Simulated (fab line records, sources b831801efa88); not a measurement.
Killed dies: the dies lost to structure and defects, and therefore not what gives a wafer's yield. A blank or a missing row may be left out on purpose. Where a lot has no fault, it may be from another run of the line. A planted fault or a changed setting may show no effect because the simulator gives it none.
Matching of chambers | flow sky130 | SKY_CONTACT_ETCH_17 on rieDiel-01 has 4 sister chambers
The step etches SiO2 in C4F8/O2/Ar, stops on Si3N4, target depth 340 nm. 4 wafers are shown with their chamber, then 10 later ones without.

WAFERS PAIRED WITH THEIR CHAMBERS
wafer  | chamber | oesProductAu (a.u.)
L080.2 | 2       | 0.889
L081.4 | 3       | 0.899
L085.3 | 0       | 0.886
L085.4 | 1       | 0.893

WAFERS WHOSE CHAMBER IS MISSING
wafer  | oesProductAu (a.u.)
L085.5 | 0.890
L090.2 | 0.898
L090.3 | 0.895
L090.4 | 0.889
L091.3 | 0.897
L091.5 | 0.896
L091.6 | 0.888
L093.3 | 0.892
L093.5 | 0.891
L093.6 | 0.891

WHICH CHAMBER EACH WENT THROUGH
wafer  | from the rows above          | in truth
L085.5 | can't be placed: 2 or 1 or 0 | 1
L090.2 | 3                            | 3
L090.3 | can't be placed: 1 or 3      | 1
L090.4 | can't be placed: 2 or 0      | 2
L091.3 | can't be placed: 3 or 1      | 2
L091.5 | can't be placed: 1 or 3      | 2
L091.6 | can't be placed: 2 or 0      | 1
L093.3 | can't be placed: 1 or 2      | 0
L093.5 | can't be placed: 1 or 2 or 0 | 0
L093.6 | can't be placed: 1 or 2 or 0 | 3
1 of 10 placed correctly. Cannot be placed on the basis of these rows: 9; the candidates contain the true chamber in 4. Placed wrongly: 0.
How it was worked out, from the rows above alone: a wafer's distance from a chamber is the root of the sum, over the readings, of the square of ((its reading less the chamber's mean) divided by the reading's scatter). If the next closest chamber is less than 2 further off than the closest, the wafer can't be placed; otherwise it belongs to the closest. A chamber's mean is the mean of its shown wafers. The scatter: root of mean squared gap, hidden wafer to nearest shown wafer, with one shown wafer a chamber.
